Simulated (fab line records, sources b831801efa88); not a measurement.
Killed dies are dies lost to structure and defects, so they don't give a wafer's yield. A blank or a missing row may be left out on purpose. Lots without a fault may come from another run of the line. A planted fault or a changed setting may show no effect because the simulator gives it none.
Which tool did it? | flow sky130 | 12 lots, 36 wafers sampled, at 1 step of a route of 708

WHAT THE GAUGES READ, wafer by wafer
SKY_LI_CONTACT_BOW_MEAS_03.
lot  | measured     | on            | LI_CONTACT_BOW (um)
L075 | day 28 00:09 | film_metro-04 | 61 48 62
L077 | day 29 02:20 | film_metro-04 | 59 44 47
L078 | day 29 19:35 | film_metro-03 | 60 62 57
L082 | day 32 10:11 | film_metro-04 | 52 57 50
L081 | day 32 13:23 | film_metro-01 | 58 44 42
L087 | day 32 14:46 | film_metro-01 | 60 48 48
L088 | day 32 15:13 | film_metro-01 | 53 52 55
L089 | day 32 18:17 | film_metro-04 | 50 66 53
L091 | day 33 08:26 | film_metro-04 | 55 54 64
L093 | day 34 03:17 | film_metro-01 | 53 58 50
L095 | day 34 11:02 | film_metro-03 | 58 58 61
L097 | day 36 01:06 | film_metro-03 | 61 59 49

WHICH TOOL RAN EACH LOT (tool, then ch and the chambers of the sampled wafers, then the start)
The record holds no process step before these readings.

THE ANSWER, worked out from the rows above alone
Rule: what is usual is taken from the lots themselves. Put in order of their means at a reading, lots are off if they are a third of the lots or fewer, leave a main group of 4 or more, and stand apart from it by a gap of 3 or more times the standard deviation of the main group's means; of several such gaps the widest counts. A main group whose means are all the same, to the digits that the tables above print for the reading, isn't used. A lot without any number at a reading at which 4 lots or more have one is off too. The other lots that the step has rows for count as sound.
No lot is off at any reading shown: from this, nothing can be told.

WHAT THE SIMULATOR HAD PUT IN
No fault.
